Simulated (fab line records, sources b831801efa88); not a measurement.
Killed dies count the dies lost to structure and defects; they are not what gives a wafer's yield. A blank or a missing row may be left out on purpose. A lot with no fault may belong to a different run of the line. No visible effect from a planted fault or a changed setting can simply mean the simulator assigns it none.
fab line records -- flow sfqLine
record lots=14, wafers=42, lastDay=91
route steps=325 shown I2@103 M3@120
lots untouched by any fault: they come from a run of this same line in which no faults occurred
startH: hours from the record's opening day to when the first of the lot's shown wafers began -- waitH: hours elapsed since this lot's preceding step -- " as in the row above -- L1.1+2: a row that stands for several wafers -- - no value, or no start given -- * or withheld: withheld -- < > ~ a bound
route shown NAME@n: NAME is a module with steps in the file, n the number in the route of the first one -- usual: mean/standard deviation taken from wafers without a fault -- same: alike in all rows -- chamber/n: place in a boat -- sites: readings site by site -- _std_site: their standard deviation -- _edge_site: inner sites' mean taken away from outer sites' mean -- radiusMm: how far each site lies from the wafer's centre -- mask NAME#n: copy n -- behind: the tool/chamber that last shaped the wafer -- hold: why the lot went on hold/how many hours it stayed there/how the hold came to an end -- device: names the non-switching transistor (n, p or np) -- end of line: at the end of the route, the tests of the same wafers -- for a step that has no rows: nothing shown but its recipe -- killed: count of dies lost to structure and defects at first sort (not the wafer's yield) -- map: a wafer's dies, marking killed ones x, the rest . and places with no die _
set.NAME: the setting as run; set.NAME@STEP: as run at that earlier step -- model.NAME: the simulator's own value behind a step, which no gauge read
one table for each step of the route and one row for each wafer, over a sample of lots
services: when a tool's chamber went out of use (startH, in hours from the record's first day, below 0 if earlier), for how many hours, and the reason
## steps
# step SFQ_TRILAYER_I2_DEP_PECVD_063
# recipe material=SiO2, tempC=150, timeS=111.11, pressureTorr=2.4, rfW=183.3, precursor=SiH4/N2O, targetThkNm=500
# usual chamberPressureTorr=2.399/0.0053, heaterPowerW=82/9.2, runLengthS=138.9/0.38, throttleValvePct=24.8/1.2
lot.wafer,tool,chamber,startH,waitH,chamberPressureTorr,heaterPowerW,runLengthS,throttleValvePct
L926.2,pecvd-04,2,760.25,0.0,2.398,92,138.8,23.5
L926.4,pecvd-04,1,760.25,0.0,2.402,88,138.6,23.4
L926.5,pecvd-04,0,760.25,0.0,2.395,64,138.7,24.3
L928.1,pecvd-02,1,773.45,0.0,2.410,81,138.0,26.7
L928.4,pecvd-02,0,773.45,0.0,2.401,89,139.3,24.8
L928.6,pecvd-02,1,773.45,0.0,2.396,89,137.8,26.9
L929.4,pecvd-03,1,777.09,0.0,2.403,76,139.4,25.9
L929.5,pecvd-03,0,777.09,0.0,2.393,83,139.3,24.8
L929.6,pecvd-03,2,777.09,0.0,2.393,95,139.1,23.2
L930.1,pecvd-04,0,778.25,0.0,2.407,70,138.9,24.2
L930.4,pecvd-04,1,778.25,0.0,2.400,86,138.8,23.6
L930.6,pecvd-04,0,778.25,0.0,2.408,57,138.8,24.1
L931.3,pecvd-02,1,785.37,0.0,2.394,88,138.5,27.1
L931.4,pecvd-02,2,785.37,0.0,2.393,87,139.6,26.0
L931.6,pecvd-02,1,785.37,0.0,2.394,89,137.9,27.1
L933.3,pecvd-04,0,796.21,0.0,2.397,60,139.4,23.9
L933.4,pecvd-04,1,796.21,0.0,2.389,84,138.8,24.0
L933.6,pecvd-04,0,796.21,0.0,2.395,61,139.1,24.2
L934.1,pecvd-03,1,801.10,0.0,2.412,78,138.5,25.9
L934.2,pecvd-03,0,801.10,0.0,2.393,84,139.2,24.7
L934.6,pecvd-03,0,801.10,0.0,2.394,86,139.0,24.6
L935.2,pecvd-02,2,806.68,0.0,2.398,78,139.6,26.2
L935.3,pecvd-02,0,806.68,0.0,2.387,81,138.6,25.0
L935.5,pecvd-02,0,806.68,0.0,2.401,84,138.9,25.0
L936.1,pecvd-04,1,844.30,0.0,2.404,80,138.6,24.0
L936.2,pecvd-04,0,844.30,0.0,2.403,69,139.0,24.4
L936.4,pecvd-04,0,844.30,0.0,2.404,70,139.3,24.4
L937.2,pecvd-03,0,846.70,0.0,2.405,86,138.9,24.9
L937.4,pecvd-03,1,846.70,0.0,2.399,85,138.5,26.1
L937.6,pecvd-03,2,846.70,0.0,2.401,98,138.4,23.5
L939.1,pecvd-03,0,870.82,0.0,2.400,80,161.1,25.3
L939.3,pecvd-03,2,870.82,0.0,2.403,91,160.8,23.6
L939.4,pecvd-03,0,870.82,0.0,2.399,84,161.2,25.1
L940.1,pecvd-04,2,873.22,0.0,2.396,79,138.7,23.4
L940.2,pecvd-04,0,873.22,0.0,2.389,73,138.8,24.4
L940.5,pecvd-04,2,873.22,0.0,2.396,88,139.0,23.4
L944.1,pecvd-03,0,900.82,0.0,2.404,89,161.0,25.1
L944.2,pecvd-03,2,900.82,0.0,2.395,87,161.1,23.6
L944.4,pecvd-03,1,900.82,0.0,2.403,73,161.5,26.1
L949.2,pecvd-02,0,954.88,0.0,2.387,87,138.8,25.1
L949.3,pecvd-02,2,954.88,0.0,2.399,72,139.2,26.3
L949.5,pecvd-02,2,954.88,0.0,2.389,77,139.2,26.2
# step SFQ_TRILAYER_I2_CMP_CMP_064
# recipe material=SiO2, downForcePsi=3, platenRpm=60, padVelocityMS=0.94248
# usual motorCurrentA=10.7/0.94, slurryFlowMlMin=149.9/0.45, timeToEndpointS=220/7.2
lot.wafer,tool,chamber,startH,waitH,motorCurrentA,slurryFlowMlMin,timeToEndpointS
L926.4,cmp-02,2,766.31,6.0,10.8,150.1,215
L926.2,cmp-02,0,767.31,7.0,10.7,150.9,213
L926.5,cmp-02,1,767.31,7.0,10.0,150.5,221
L928.1,cmp-02,2,780.60,7.1,11.0,150.0,213
L928.4,cmp-02,1,782.10,8.6,10.0,150.2,214
L928.6,cmp-02,3,783.10,9.6,11.0,149.5,223
L929.4,cmp-02,1,785.10,8.0,10.1,150.2,224
L929.6,cmp-02,2,785.10,8.0,11.0,149.6,214
L929.5,cmp-02,3,785.10,8.0,11.2,149.5,222
L930.1,cmp-01,1,786.52,8.2,9.7,150.3,224
L930.4,cmp-01,0,788.02,9.7,11.9,150.9,229
L930.6,cmp-01,1,788.02,9.7,9.5,150.4,221
L931.3,cmp-01,2,790.02,4.6,8.8,149.7,221
L931.4,cmp-01,3,790.02,4.6,12.0,149.9,215
L931.6,cmp-01,1,791.52,6.1,9.9,149.1,224
L933.3,cmp-01,0,805.52,9.3,12.1,149.5,232
L933.4,cmp-01,1,805.52,9.3,9.7,150.1,221
L933.6,cmp-01,3,807.02,10.7,11.8,149.5,220
L934.2,cmp-02,0,808.10,7.0,11.6,149.9,208
L934.1,cmp-02,1,808.10,7.0,9.9,150.0,219
L934.6,cmp-02,3,809.60,8.4,11.1,149.7,227
L935.2,cmp-01,0,813.52,6.8,11.8,149.5,220
L935.3,cmp-01,3,815.02,8.3,12.4,149.8,211
L935.5,cmp-01,1,816.02,9.3,9.7,150.9,220
L937.4,cmp-02,2,855.60,8.8,10.9,149.8,225
L937.2,cmp-02,1,857.10,10.4,10.2,149.5,222
L937.6,cmp-02,3,858.10,11.3,11.7,149.6,225
L936.4,cmp-01,2,856.02,11.6,9.6,150.3,227
L936.2,cmp-01,3,856.02,11.6,12.3,150.3,214
L936.1,cmp-01,0,856.02,11.6,11.6,150.1,228
L939.3,cmp-02,1,879.60,8.7,9.9,149.4,278
L939.1,cmp-02,2,879.60,8.7,11.1,149.2,276
L939.4,cmp-02,0,881.10,10.2,11.0,150.0,289
L940.2,cmp-01,3,883.02,9.8,12.0,151.1,212
L940.1,cmp-01,0,883.02,9.8,12.3,149.5,224
L940.5,cmp-01,3,885.02,11.7,12.3,150.7,211
L944.4,cmp-02,1,912.60,11.7,10.1,150.0,295
L944.1,cmp-02,2,912.60,11.7,10.3,150.3,285
L944.2,cmp-02,0,914.10,13.2,10.9,149.5,278
L949.2,cmp-02,1,973.56,18.6,9.9,149.7,217
L949.3,cmp-02,2,973.56,18.6,10.3,150.1,208
L949.5,cmp-02,1,975.56,20.6,10.5,149.6,208
# step SFQ_I2_BOW_MEAS_917
# recipe mode=bow
# usual I2_BOW=1/7.5
lot.wafer,tool,chamber,startH,waitH,I2_BOW[um]
L926.2,filmMetro-01,-,768.83,1.0,-9
L926.4,filmMetro-01,-,768.83,1.0,-9
L926.5,filmMetro-01,-,768.83,1.0,-14
L928.1,filmMetro-04,-,783.60,2.5,-1
L928.4,filmMetro-04,-,783.60,2.5,-6
L928.6,filmMetro-04,-,783.60,2.5,-11
L929.4,filmMetro-02,-,786.66,1.1,-1
L929.5,filmMetro-02,-,786.66,1.1,13
L929.6,filmMetro-02,-,786.66,1.1,3
L930.1,filmMetro-01,-,789.52,2.5,0
L930.4,filmMetro-01,-,789.52,2.5,-3
L930.6,filmMetro-01,-,789.52,2.5,-7
L931.3,filmMetro-02,-,792.56,2.0,-4
L931.4,filmMetro-02,-,792.56,2.0,-10
L931.6,filmMetro-02,-,792.56,2.0,1
L933.3,filmMetro-04,-,807.56,1.5,-6
L933.4,filmMetro-04,-,807.56,1.5,4
L933.6,filmMetro-04,-,807.56,1.5,0
L934.1,filmMetro-01,-,810.60,1.5,-8
L934.2,filmMetro-01,-,810.60,1.5,1
L934.6,filmMetro-01,-,810.60,1.5,-10
L935.2,filmMetro-02,-,816.54,2.5,-2
L935.3,filmMetro-02,-,816.54,2.5,4
L935.5,filmMetro-02,-,816.54,2.5,-5
L936.1,filmMetro-02,-,858.52,1.0,-4
L936.2,filmMetro-02,-,858.52,1.0,13
L936.4,filmMetro-02,-,858.52,1.0,2
L937.2,filmMetro-04,-,858.62,1.0,-7
L937.4,filmMetro-04,-,858.62,1.0,7
L937.6,filmMetro-04,-,858.62,1.0,-1
L939.1,filmMetro-01,-,882.60,2.0,9
L939.3,filmMetro-01,-,882.60,2.0,-3
L939.4,filmMetro-01,-,882.60,2.0,11
L940.1,filmMetro-04,-,885.52,1.5,9
L940.2,filmMetro-04,-,885.52,1.5,5
L940.5,filmMetro-04,-,885.52,1.5,8
L944.1,filmMetro-04,-,915.60,2.0,9
L944.2,filmMetro-04,-,915.60,2.0,7
L944.4,filmMetro-04,-,915.60,2.0,5
L949.2,filmMetro-02,-,976.58,2.5,1
L949.3,filmMetro-02,-,976.58,2.5,-4
L949.5,filmMetro-02,-,976.58,2.5,5
# step SFQ_TRILAYER_I2_METRO_MEASURE_065
# usual thkNm=200.3/1
lot.wafer,tool,chamber,startH,waitH,thkNm
L926.2,filmMetro-01,-,769.13,0.3,200.2
L926.4,filmMetro-01,-,769.13,0.3,198.5
L926.5,filmMetro-01,-,769.13,0.3,199.8
L928.1,filmMetro-04,-,783.72,0.1,200.3
L928.4,filmMetro-04,-,783.72,0.1,200.2
L928.6,filmMetro-04,-,783.72,0.1,201.1
L929.4,filmMetro-02,-,787.32,0.6,201.2
L929.5,filmMetro-02,-,787.32,0.6,200.4
L929.6,filmMetro-02,-,787.32,0.6,200.3
L930.1,filmMetro-01,-,789.64,0.1,199.9
L930.4,filmMetro-01,-,789.64,0.1,201.3
L930.6,filmMetro-01,-,789.64,0.1,200.6
L931.3,filmMetro-02,-,793.04,0.5,201.1
L931.4,filmMetro-02,-,793.04,0.5,199.1
L931.6,filmMetro-02,-,793.04,0.5,200.4
L933.3,filmMetro-04,-,808.04,0.5,201.3
L933.4,filmMetro-04,-,808.04,0.5,200.8
L933.6,filmMetro-04,-,808.04,0.5,199.3
L934.1,filmMetro-01,-,810.72,0.1,200.6
L934.2,filmMetro-01,-,810.72,0.1,199.8
L934.6,filmMetro-01,-,810.72,0.1,201.1
L935.2,filmMetro-02,-,816.84,0.3,201.4
L935.3,filmMetro-02,-,816.84,0.3,199.0
L935.5,filmMetro-02,-,816.84,0.3,201.3
L936.1,filmMetro-02,-,858.64,0.1,201.8
L936.2,filmMetro-02,-,858.64,0.1,199.7
L936.4,filmMetro-02,-,858.64,0.1,201.9
L937.2,filmMetro-04,-,858.92,0.3,200.6
L937.4,filmMetro-04,-,858.92,0.3,199.7
L937.6,filmMetro-04,-,858.92,0.3,201.2
L939.1,filmMetro-01,-,882.72,0.1,200.2
L939.3,filmMetro-01,-,882.72,0.1,200.6
L939.4,filmMetro-01,-,882.72,0.1,201.5
L940.1,filmMetro-04,-,885.64,0.1,201.4
L940.2,filmMetro-04,-,885.64,0.1,201.0
L940.5,filmMetro-04,-,885.64,0.1,199.0
L944.1,filmMetro-04,-,915.72,0.1,199.8
L944.2,filmMetro-04,-,915.72,0.1,201.0
L944.4,filmMetro-04,-,915.72,0.1,200.4
L949.2,filmMetro-02,-,976.88,0.3,199.5
L949.3,filmMetro-02,-,976.88,0.3,199.0
L949.5,filmMetro-02,-,976.88,0.3,201.3
# step SFQ_M3_RS_MEAS_919
# recipe thkMeasGauge=four-point-probe, reads=Nb_of_TRILAYER_M3_DEP_SPUTTER_073
# usual M3_NB_RS=0.887/0.01
lot.wafer,tool,chamber,startH,waitH,M3_NB_RS[ohm/sq]
L926.2,filmMetro-02,-,914.66,0.1,0.901
L926.4,filmMetro-02,-,914.66,0.1,0.895
L926.5,filmMetro-02,-,914.66,0.1,0.891
L928.1,filmMetro-03,-,927.84,0.0,0.904
L928.4,filmMetro-03,-,927.84,0.0,0.902
L928.6,filmMetro-03,-,927.84,0.0,0.902
L929.4,filmMetro-02,-,930.32,0.1,0.874
L929.5,filmMetro-02,-,930.32,0.1,0.874
L929.6,filmMetro-02,-,930.32,0.1,0.883
L930.1,filmMetro-01,-,931.44,0.0,0.906
L930.4,filmMetro-01,-,931.44,0.0,0.898
L930.6,filmMetro-01,-,931.44,0.0,0.895
L931.3,filmMetro-02,-,932.68,0.1,0.890
L931.4,filmMetro-02,-,932.68,0.1,0.886
L931.6,filmMetro-02,-,932.68,0.1,0.886
L933.3,filmMetro-01,-,942.32,0.1,0.877
L933.4,filmMetro-01,-,942.32,0.1,0.890
L933.6,filmMetro-01,-,942.32,0.1,0.872
L934.1,filmMetro-03,-,945.84,0.0,0.903
L934.2,filmMetro-03,-,945.84,0.0,0.892
L934.6,filmMetro-03,-,945.84,0.0,0.890
L935.2,filmMetro-01,-,950.68,0.1,0.874
L935.3,filmMetro-01,-,950.68,0.1,0.872
L935.5,filmMetro-01,-,950.68,0.1,0.885
L936.1,filmMetro-02,-,987.83,0.0,0.894
L936.2,filmMetro-02,-,987.83,0.0,0.890
L936.4,filmMetro-02,-,987.83,0.0,0.889
L937.2,filmMetro-03,-,989.05,0.1,0.883
L937.4,filmMetro-03,-,989.05,0.1,0.892
L937.6,filmMetro-03,-,989.05,0.1,0.887
L939.1,filmMetro-02,-,1010.63,0.0,0.873
L939.3,filmMetro-02,-,1010.63,0.0,0.888
L939.4,filmMetro-02,-,1010.63,0.0,0.883
L940.1,filmMetro-02,-,1013.23,0.0,0.877
L940.2,filmMetro-02,-,1013.23,0.0,0.883
L940.5,filmMetro-02,-,1013.23,0.0,0.881
L944.1,filmMetro-03,-,1047.83,0.0,0.880
L944.2,filmMetro-03,-,1047.83,0.0,0.871
L944.4,filmMetro-03,-,1047.83,0.0,0.880
L949.2,filmMetro-03,-,1105.30,0.1,0.892
L949.3,filmMetro-03,-,1105.30,0.1,0.899
L949.5,filmMetro-03,-,1105.30,0.1,0.893
## services
tool,chamber,startH,hours,kind
cmp-01,-,743.22,1.2,repair
cmp-02,-,746.81,4.0,pm
filmMetro-02,-,753.89,4.0,repair
cmp-01,-,762.62,2.9,repair
filmMetro-02,-,763.73,0.8,pm
pecvd-04,2,767.59,49.1,repair
cmp-01,-,784.97,1.5,repair
filmMetro-04,-,788.88,1.8,pm
cmp-01,-,800.92,0.5,repair
filmMetro-04,-,806.11,1.2,pm
filmMetro-02,-,812.14,0.4,pm
cmp-02,-,818.42,0.6,repair
cmp-02,-,827.34,0.8,repair
cmp-01,-,829.82,0.2,repair
pecvd-03,-,834.48,2.8,pm
pecvd-04,1,854.87,18.6,repair
filmMetro-04,-,865.84,1.5,pm
cmp-01,-,889.96,2.0,repair
pecvd-04,0,890.12,6.0,repair
filmMetro-02,-,902.20,0.6,pm
cmp-01,-,917.11,3.1,pm
cmp-01,-,920.22,4.0,pm
pecvd-04,1,936.60,7.3,repair
cmp-02,-,959.31,2.2,repair
## key
firstSign step=SFQ_TRILAYER_I2_DEP_PECVD_063, reading=runLengthS, direction=up, sigmas=58, usual=*, struck=*
effect step=SFQ_TRILAYER_I2_CMP_CMP_064, reading=timeToEndpointS, direction=up, sigmas=8.8, usual=*, struck=*
metAt SFQ_TRILAYER_I2_DEP_PECVD_063
struckLots L939,L944
notActingAt SFQ_I2_BOW_MEAS_917,SFQ_TRILAYER_I2_METRO_MEASURE_065,SFQ_M3_RS_MEAS_919
onsetBetween 846.70 870.82
fault kind=processParameterDrift, tool=pecvd-03, chamber=-, onsetH=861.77, steps=SFQ_TRILAYER_I2_DEP_PECVD_063, channel=timeS, offset=*, shape=step, endH=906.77, actsIn=*, stated=*
